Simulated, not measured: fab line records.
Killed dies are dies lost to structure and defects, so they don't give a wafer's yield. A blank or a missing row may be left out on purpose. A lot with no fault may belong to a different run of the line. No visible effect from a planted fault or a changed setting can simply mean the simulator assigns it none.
fab line records	flow sky130
[record] lots = 6	wafers = 18	last_day = 50
route steps=708 shown SONOS_TUNNEL@156 SONOS_ONO@168 PAD_OPEN@708
lots that met no fault: taken from a fault-free run of the same line
start_h: hours from the record's opening day to when the first of the lot's shown wafers began	wait_h: hours since the lot's step before	" the same as in the row above	L1.1+2: a single row standing in for several wafers	- no value present, or no start provided	* or withheld: withheld	< > ~ a bound
route shown NAME@n: a module of which the file shows steps, and the number in the route of the first	usual: mean and standard deviation over wafers with no fault	same: alike in all rows	chamber/n: place in a boat	sites: the reading at each site	_std_site: the values' standard deviation	_edge_site: the outer-site mean with the inner-site mean subtracted	radius_mm: for every site, how far away it sits from the centre of the wafer	mask NAME#n: copy n	behind: the tool/chamber that last shaped the wafer	hold: the reason the lot was held/the length of the hold in hours/how it ended	device: whichever transistor did not switch (one of n, p or np)	end of line: tests run on the same wafers once the route is complete	where a step has no rows: the recipe by itself	killed: count of dies lost to structure and defects at first sort (not the wafer's yield)	map: a wafer's dies, marking killed ones x, the rest . and places with no die _
set.NAME: the setting as run; set.NAME@STEP: as run at that earlier step	model.NAME: the simulator's own value behind a step, which no gauge read
a table for each step, a row for each wafer; lots at some steps of the route
services: a tool's chamber out of use, with start hour (start_h, from the record's first day; less than 0 if before it), hours out, and reason
[[steps]]
[step SKY_SONOS_TUNNEL_COAT_02]
[recipe] resist = NOVOLAK	spin_rpm = 3000	resist_thk_nm = 1140
[step SKY_SONOS_TUNNEL_SOFTBAKE_03]
[recipe] temp_c = 90	time_s = 60	resist = NOVOLAK
[step SKY_SONOS_TUNNEL_EXPOSE_04]
[recipe] mask_id = TUNM	na = 0.6	source_shape = conventional	sigma_outer = 0.6	polarization = unpolarized	target_cd_nm = 410	dose_mj = 136
[step SKY_SONOS_TUNNEL_PEB_05]
[recipe] temp_c = withheld	time_s = *	resist = NOVOLAK
[step SKY_SONOS_TUNNEL_DEVELOP_06]
[recipe] resist = NOVOLAK	developer = TMAH	develop_time_s = 60.75	dev_temp_c = 23
[step SKY_SONOS_TUNNEL_CD_MEAS_07]
[recipe] target_cd_nm = 410
[usual] cd_nm = 410.6/2.2
lot.wafer	tool	chamber	start_h	wait_h	cd_nm
L778.2	cd_sem-02	-	250.16	0.1	407.3
L778.4	"	-	"	"	408.8
L778.5	"	-	"	"	408.7
L780.3	cd_sem-02	-	267.63	0.1	410.1
L780.4	"	-	"	"	411.2
L780.6	"	-	"	"	411.1
L787.2	cd_sem-01	-	316.85	0.1	409.2
L787.5	"	-	"	"	408.4
L787.6	"	-	"	"	408.5
L792.2	cd_sem-01	-	359.04	0.1	412.2
L792.3	"	-	"	"	409.9
L792.4	"	-	"	"	412.0
L793.1	cd_sem-01	-	368.79	0.1	410.8
L793.2	"	-	"	"	411.9
L793.6	"	-	"	"	412.0
L800.1	cd_sem-02	-	425.72	0.1	410.1
L800.2	"	-	"	"	410.5
L800.3	"	-	"	"	411.0
[step SKY_SONOS_TUNNEL_OVL_MEAS_08]
[usual] SONOS_TUNNEL_OVL = 0.2/1.3
lot.wafer	tool	chamber	start_h	wait_h	SONOS_TUNNEL_OVL[nm]
L778.2	overlay-02	-	250.27	0.1	0.6
L778.4	"	-	"	"	0.2
L778.5	"	-	"	"	1.7
L780.3	overlay-01	-	267.72	0.1	0.0
L780.4	"	-	"	"	-0.1
L780.6	"	-	"	"	-1.0
L787.2	overlay-01	-	316.95	0.1	-0.4
L787.5	"	-	"	"	0.0
L787.6	"	-	"	"	1.5
L792.2	overlay-02	-	359.15	0.1	1.3
L792.3	"	-	"	"	2.1
L792.4	"	-	"	"	2.7
L793.1	overlay-02	-	368.91	0.1	-1.8
L793.2	"	-	"	"	-0.8
L793.6	"	-	"	"	-0.4
L800.1	overlay-02	-	425.84	0.1	2.2
L800.2	"	-	"	"	0.6
L800.3	"	-	"	"	1.3
[step SKY_SONOS_TUNNEL_IMPLANT_09]
[recipe] species = B	energy_kev = 20	dose_cm2 = 1e+12	tilt_deg = withheld
[step SKY_SONOS_TUNNEL_WET_ETCH_10]
[recipe] chemistry = dHF	target_depth_nm = 14	target = SiO2	dilution = 100:1	temp_c = 25	time_s = 280
[step SKY_SONOS_TUNNEL_STRIP_11]
[recipe] chemistry = SPM	time_s = 600	temp_c = 130
[step SKY_SONOS_TUNNEL_TW_MEAS_12]
[usual] SONOS_TUNNEL_TW = 195.8/1.4
lot.wafer	tool	chamber	start_h	wait_h	SONOS_TUNNEL_TW
L778.2	film_metro-01	-	250.72	0.0	196.6
L778.4	"	-	"	"	195.6
L778.5	"	-	"	"	196.3
L780.3	film_metro-01	-	268.20	0.0	197.1
L780.4	"	-	"	"	197.3
L780.6	"	-	"	"	196.5
L787.2	film_metro-02	-	317.41	0.0	195.2
L787.5	"	-	"	"	195.6
L787.6	"	-	"	"	195.3
L792.2	film_metro-02	-	359.60	0.0	194.6
L792.3	"	-	"	"	194.8
L792.4	"	-	"	"	194.0
L793.1	film_metro-01	-	369.38	0.0	196.3
L793.2	"	-	"	"	196.2
L793.6	"	-	"	"	197.2
L800.1	film_metro-01	-	426.29	0.0	198.0
L800.2	"	-	"	"	196.7
L800.3	"	-	"	"	197.6
[step SKY_SONOS_TUNNEL_CLEAN_13]
[recipe] chemistry = dHF	time_s = 20	dilution = 100:1	dry = ipa_marangoni
[step SKY_SONOS_ONO_OXIDATION_00]
[recipe] temp_c = 800	ambient = O2	idle_temp_c = 700	ramp_up_c_per_min = 10	ramp_down_c_per_min = 3	stabilise_s = 600	purge_s = 300	target_thk_a = 26	ox_time_s = 1249
[usual] spike_tc_bottom_C = 820.0/1.3	spike_tc_centre_C = 800.2/1	spike_tc_lower_C = 799.0/1.6	spike_tc_top_C = 814.9/1	spike_tc_upper_C = 800.4/0.99	tube_center_temp_C = 800/0.068	tube_center_temp_C_max = 802.1/0.35	zone_power_lower_pct = 12.9/0.62
[same] stabilise_s = 600
lot.wafer	tool	chamber	start_h	wait_h	spike_tc_bottom_C	spike_tc_centre_C	spike_tc_lower_C	spike_tc_top_C	spike_tc_upper_C	tube_center_temp_C	tube_center_temp_C_max	zone_power_lower_pct	model.SiO2_of_SONOS_ONO_OXIDATION_00.thk_nm
L778.2	furnace-02	0	254.24	3.5	819.8	800.8	800.3	814.8	802.2	800.07	802.4	13.9	2.537
L778.4	"	0	"	"	818.6	798.3	801.9	815.1	799.3	799.97	802.2	13.9	2.581
L778.5	"	0	"	"	819.6	800.0	802.2	813.1	800.3	800.05	801.9	13.9	2.559
L780.3	furnace-01	0	269.10	0.8	821.5	799.5	797.0	815.4	799.0	799.95	801.6	12.5	2.553
L780.4	"	0	"	"	821.2	801.2	799.6	815.1	801.8	799.99	802.0	12.9	2.537
L780.6	"	0	"	"	820.5	801.6	797.0	814.7	801.8	800.01	801.8	12.5	2.562
L787.2	furnace-02	0	317.69	0.2	819.0	798.5	799.9	816.2	800.0	800.02	802.2	13.8	2.587
L787.5	"	0	"	"	819.2	799.2	799.7	816.1	801.0	800	801.9	14.0	2.583
L787.6	"	0	"	"	818.6	800.5	799.9	814.5	799.6	800.06	802.1	14.0	2.589
L792.2	furnace-01	0	359.66	0.0	797.8	776.7	774.8	791.6	775.4	776.7	778.1	11.5	1.882
L792.3	"	0	"	"	796.6	776.8	774.6	792.2	776.4	776.85	779.3	11.7	1.896
L792.4	"	0	"	"	798.8	778.5	776.8	792.9	777.7	776.82	779.3	11.7	1.892
L793.1	furnace-01	0	369.46	0.0	798.0	776.9	774.8	793.1	776.5	776.83	779.1	11.9	1.928
L793.2	"	0	"	"	797.3	777.4	774.4	792.0	777.1	776.83	779.3	11.8	1.879
L793.6	"	0	"	"	798.8	779.2	775.8	791.5	779.5	776.73	778.3	11.9	1.873
L800.1	furnace-02	0	427.60	1.2	819.0	801.1	799.2	815.4	800.9	799.94	802.3	13.8	2.6
L800.2	"	0	"	"	819.1	799.4	800.9	814.1	799.3	800.17	801.8	14.0	2.645
L800.3	"	0	"	"	819.3	800.1	801.4	816.9	800.7	799.95	802.3	14.1	2.601
[step SKY_SONOS_ONO_THK_MEAS_01]
[recipe] reads = SiO2_of_SONOS_ONO_OXIDATION_00
[usual] SONOS_ONO_OXIDATION_THK = 2.61/0.057
lot.wafer	tool	chamber	start_h	wait_h	SONOS_ONO_OXIDATION_THK[nm]
L778.2	film_metro-04	-	255.59	0.0	2.54
L778.4	"	-	"	"	2.57
L778.5	"	-	"	"	2.60
L780.3	film_metro-04	-	270.46	0.0	2.58
L780.4	"	-	"	"	2.55
L780.6	"	-	"	"	2.54
L787.2	film_metro-04	-	319.05	0.0	2.59
L787.5	"	-	"	"	2.60
L787.6	"	-	"	"	2.58
L792.2	film_metro-04	-	361.02	0.0	1.91
L792.3	"	-	"	"	1.91
L792.4	"	-	"	"	1.85
L793.1	film_metro-02	-	370.80	0.0	1.94
L793.2	"	-	"	"	1.87
L793.6	"	-	"	"	1.85
L800.1	film_metro-02	-	428.94	0.0	2.62
L800.2	"	-	"	"	2.67
L800.3	"	-	"	"	2.61
[step SKY_SONOS_ONO_CVD_02]
[recipe] material = Si3N4	precursor = DCS/NH3	target_thk_nm = 10.5	temp_c = 770	time_s = 180	pressure_mtorr = 250
[step SKY_PAD_OPEN_PROBE_99]
[usual] killed_at_M0_to_M3 = 43/6.6	killed_at_M4_up = 3.4/1.8	killed_at_contacts = 24/4.9	killed_at_front_end = 15/4.1	killed_at_other = 0.3/0.55	killed_dies = 85/8.8	killed_open = 46/6.1	killed_short = 39/5.7
[same] gross_dies = 492	killed_at_back_side = 0
lot.wafer	tool	chamber	start_h	wait_h	killed_at_M0_to_M3	killed_at_M4_up	killed_at_contacts	killed_at_front_end	killed_at_other	killed_dies	killed_open	killed_short	model.etest.sonos_erased.drive_ua_um	model.etest.sonos_uncharged.r_on_ohm_um	model.etest.cap_ono.gate_log10_a_cm2	model.etest.cap_ono.gate_bv_v	model.etest.cap_ono.tox_acc_nm	model.etest.sonos_erased.vt_v	model.etest.pfet_g5v0d10v5.off_log10_a_um	model.etest.sonos_baked.vt_less_v
L778.2	prober-02	-	1081.48	0.1	42	1	26	26	0	95	56	39	186.1	826.3	-7.955	16.82	12.91	-2.299	-12.26	-0.4929
L778.4	prober-02	-	1081.58	0.2	46	2	25	29	1	103	60	43	163	815.9	-8.024	16.14	12.95	-2.252	-12.42	-0.4461
L778.5	prober-02	-	1081.63	0.2	50	3	37	15	0	105	60	45	216.9	820	-7.87	16.1	12.82	-2.351	-12.41	-0.5354
L780.3	prober-02	-	1093.81	0.2	39	4	21	19	0	83	41	42	206.3	800.1	-7.61	16.09	12.65	-2.404	-12.18	-0.5509
L780.4	prober-02	-	1093.86	0.2	36	3	32	14	1	86	50	36	183.4	796.7	-7.717	15.97	12.68	-2.374	-12.38	-0.5509
L780.6	prober-02	-	1093.96	0.2	35	4	22	10	0	71	32	39	213.9	786.5	-7.765	16.75	12.8	-2.381	-11.86	-0.5209
L787.2	prober-01	-	1131.55	0.1	37	4	20	19	0	80	50	30	225.3	807	-7.791	15.95	12.79	-2.38	-12.99	-0.5244
L787.5	prober-01	-	1131.70	0.2	37	4	26	14	0	81	42	39	205.3	795.3	-7.697	16.22	12.72	-2.393	-12.98	-0.4959
L787.6	prober-01	-	1131.75	0.2	38	6	24	17	1	86	45	41	204.7	802.1	-7.647	15.81	12.68	-2.387	-13.21	-0.5046
L792.2	prober-02	-	1155.25	0.1	49	3	26	11	0	89	50	39	241.6	803.8	-7.141	15.6	12.3	-2.603	-12.78	-0.7297
L792.3	prober-02	-	1155.30	0.2	41	3	22	10	0	76	46	30	212.2	798.1	-7.172	15.9	12.33	-2.565	-12.57	-0.7223
L792.4	prober-02	-	1155.35	0.2	38	1	27	12	0	78	37	41	273.6	798.1	-7.158	16.12	12.23	-2.639	-12.84	-0.7239
L793.1	prober-01	-	1161.23	0.1	46	0	21	17	0	84	52	32	259.8	788.6	-6.846	15.54	12.09	-2.668	-12.19	-0.8363
L793.2	prober-01	-	1161.28	0.1	48	3	25	8	0	84	45	39	253.4	788.4	-6.966	15.56	12.07	-2.666	-12.32	-0.8031
L793.6	prober-01	-	1161.48	0.2	43	5	25	14	0	87	45	42	246.2	787.4	-6.772	15.64	11.97	-2.672	-12.17	-0.8192
L800.1	prober-02	-	1198.16	0.1	41	8	21	9	0	79	43	35	198.8	799.1	-7.765	16.48	12.82	-2.349	-12.4	-0.5339
L800.2	prober-02	-	1198.21	0.1	47	5	30	14	0	96	48	48	197.4	808.9	-7.953	16.09	12.85	-2.306	-12.18	-0.5314
L800.3	prober-02	-	1198.26	0.2	58	2	18	18	0	96	55	40	237.5	800.5	-7.938	16.52	12.9	-2.358	-12.23	-0.512
// killed by level:class
L778.2 VIA1:geometric_particle:open=14 LI_CONTACT:geometric_particle:open=10 CONTACT:geometric_particle:open=9 VIA3:geometric_particle:open=9 FIELD_ISO:geometric_particle:short=6 FIELD_ISO:geometric_particle:open=6 POLY_GATE:geometric_particle:short=6 POLY_GATE:geometric_particle:open=4
L778.4 VIA1:geometric_particle:open=12 CONTACT:geometric_particle:open=11 FIELD_ISO:geometric_particle:open=8 VIA3:geometric_particle:open=8 CONTACT:geometric_particle:short=7 POLY_GATE:geometric_particle:short=7 METAL1:geometric_particle:short=6 METAL2:geometric_particle:short=6
L778.5 CONTACT:geometric_particle:open=17 VIA1:geometric_particle:open=16 VIA2:geometric_particle:open=8 CONTACT:geometric_particle:short=7 VIA3:geometric_particle:short=5 LI_CONTACT:geometric_particle:short=5 LI_CONTACT:geometric_particle:open=5 VIA1:geometric_particle:short=5
L780.3 CONTACT:geometric_particle:open=8 VIA1:geometric_particle:open=7 POLY_GATE:geometric_particle:open=6 VIA2:geometric_particle:open=6 CONTACT:geometric_particle:short=5 METAL1:geometric_particle:short=5 VIA1:geometric_particle:short=5 VIA3:geometric_particle:open=5
L780.4 CONTACT:geometric_particle:open=17 VIA1:geometric_particle:open=7 VIA3:geometric_particle:open=7 CONTACT:geometric_particle:short=6 VIA1:geometric_particle:short=5 POLY_GATE:geometric_particle:open=4 LOCAL_INTERCONNECT:geometric_particle:short=4 METAL1:geometric_particle:short=4
L780.6 CONTACT:geometric_particle:open=8 METAL1:geometric_particle:short=7 VIA1:geometric_particle:open=7 CONTACT:geometric_particle:short=6 VIA2:geometric_particle:short=6 METAL2:geometric_particle:short=4 POLY_GATE:geometric_particle:open=3 LI_CONTACT:geometric_particle:open=3
L787.2 VIA1:geometric_particle:open=14 CONTACT:geometric_particle:open=10 POLY_GATE:geometric_particle:open=5 LOCAL_INTERCONNECT:geometric_particle:short=5 VIA3:geometric_particle:open=5 FIELD_ISO:geometric_particle:short=4 LI_CONTACT:geometric_particle:open=4 VIA1:geometric_particle:short=4
L787.5 CONTACT:geometric_particle:open=9 VIA3:geometric_particle:open=7 FIELD_ISO:geometric_particle:short=6 METAL1:geometric_particle:short=6 VIA2:geometric_particle:open=6 VIA1:geometric_particle:open=5 POLY_GATE:geometric_particle:open=4 LI_CONTACT:geometric_particle:open=4
L787.6 VIA1:geometric_particle:open=10 METAL1:geometric_particle:short=8 CONTACT:geometric_particle:open=8 VIA3:geometric_particle:open=6 POLY_GATE:geometric_particle:open=5 POLY_GATE:geometric_particle:short=5 LOCAL_INTERCONNECT:geometric_particle:short=5 CONTACT:geometric_particle:short=5
L792.2 VIA1:geometric_particle:open=16 CONTACT:geometric_particle:open=8 LI_CONTACT:geometric_particle:open=7 METAL2:geometric_particle:short=7 CONTACT:geometric_particle:short=6 VIA1:geometric_particle:short=5 VIA2:geometric_particle:open=5 VIA3:geometric_particle:open=4
L792.3 CONTACT:geometric_particle:open=13 VIA1:geometric_particle:open=8 VIA3:geometric_particle:open=7 METAL1:geometric_particle:short=6 VIA2:geometric_particle:open=5 VIA1:geometric_particle:short=5 METAL2:geometric_particle:short=4 CONTACT:geometric_particle:short=4
L792.4 LI_CONTACT:geometric_particle:open=7 FIELD_ISO:geometric_particle:short=6 CONTACT:geometric_particle:open=6 VIA1:geometric_particle:open=6 METAL2:geometric_particle:short=6 LOCAL_INTERCONNECT:geometric_particle:short=5 VIA2:geometric_particle:open=5 LI_CONTACT:geometric_particle:short=4
L793.1 CONTACT:geometric_particle:open=12 VIA2:geometric_particle:open=11 VIA1:geometric_particle:open=8 METAL1:geometric_particle:short=6 FIELD_ISO:geometric_particle:open=5 POLY_GATE:geometric_particle:open=5 LOCAL_INTERCONNECT:geometric_particle:short=4 VIA2:geometric_particle:short=4
L793.2 LI_CONTACT:geometric_particle:open=11 METAL1:geometric_particle:short=7 VIA1:geometric_particle:short=7 VIA1:geometric_particle:open=7 CONTACT:geometric_particle:open=6 METAL2:geometric_particle:short=6 VIA3:geometric_particle:open=6 VIA2:geometric_particle:open=5
L793.6 VIA1:geometric_particle:open=11 CONTACT:geometric_particle:open=8 VIA2:geometric_particle:open=7 CONTACT:geometric_particle:short=6 METAL1:geometric_particle:short=6 METAL2:geometric_particle:short=6 POLY_GATE:geometric_particle:open=5 LOCAL_INTERCONNECT:geometric_particle:short=5
L800.1 VIA1:geometric_particle:open=9 VIA3:geometric_particle:open=9 CONTACT:geometric_particle:open=8 METAL4:geometric_particle:short=7 LOCAL_INTERCONNECT:geometric_particle:short=6 METAL2:geometric_particle:short=6 VIA2:geometric_particle:open=5 SPACER:geometric_particle:open=4
L800.2 CONTACT:geometric_particle:short=12 VIA1:geometric_particle:open=11 CONTACT:geometric_particle:open=8 METAL2:geometric_particle:short=7 VIA3:geometric_particle:open=7 LI_CONTACT:geometric_particle:open=6 VIA2:geometric_particle:open=6 VIA1:geometric_particle:short=5
L800.3 VIA1:geometric_particle:open=14 FIELD_ISO:geometric_particle:short=9 VIA2:geometric_particle:open=9 VIA3:geometric_particle:open=8 CONTACT:geometric_particle:open=6 METAL3:geometric_particle:short=6 LI_CONTACT:geometric_particle:open=5 FIELD_ISO:geometric_particle:open=4
[[services]]
tool	chamber	start_h	hours	kind
furnace-01	-	246.42	18.7	repair
furnace-01	-	265.16	3.9	pm
furnace-02	-	269.70	3.1	pm
furnace-02	-	289.66	3.3	pm
furnace-01	-	377.98	3.3	pm
[[key]]
[first_sign] step = SKY_SONOS_ONO_OXIDATION_00	reading = tube_center_temp_C	direction = down	sigmas = 99+	usual = *	struck = *
[effect] step = SKY_SONOS_ONO_OXIDATION_00	reading = tube_center_temp_C_max	direction = down	sigmas = 67	usual = *	struck = *
[effect] step = SKY_SONOS_ONO_THK_MEAS_01	reading = SONOS_ONO_OXIDATION_THK	direction = down	sigmas = 13	usual = 2.61	struck = 1.89
[model_effect] step = SKY_SONOS_ONO_OXIDATION_00	value = SiO2_of_SONOS_ONO_OXIDATION_00.thk_nm	without = 2.652	struck = 1.892
[model_effect] step = SKY_PAD_OPEN_PROBE_99	value = etest.sonos_erased.drive_ua_um	without = 200.1	struck = 247.8
met_at SKY_SONOS_ONO_OXIDATION_00
struck_wafers L792.2,L792.3,L792.4,L793.1,L793.2,L793.6
tester_left_out L792,L793
onset_between 269.10 359.66
[fault] kind = process_parameter_drift	tool = furnace-01	chamber = -	onset_h = 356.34	steps = SKY_SONOS_ONO_OXIDATION_00	channel = temp_c	offset = *	shape = step	end_h = 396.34	acts_in = *	stated = *
// tester_left_out: of these lots the tester's yield and bins aren't shown, on N5 and GAA mostly nor the transistor test; their killed dies are dies lost to structure and defects alone, not to doping, threshold or leakage, so they don't give the yield
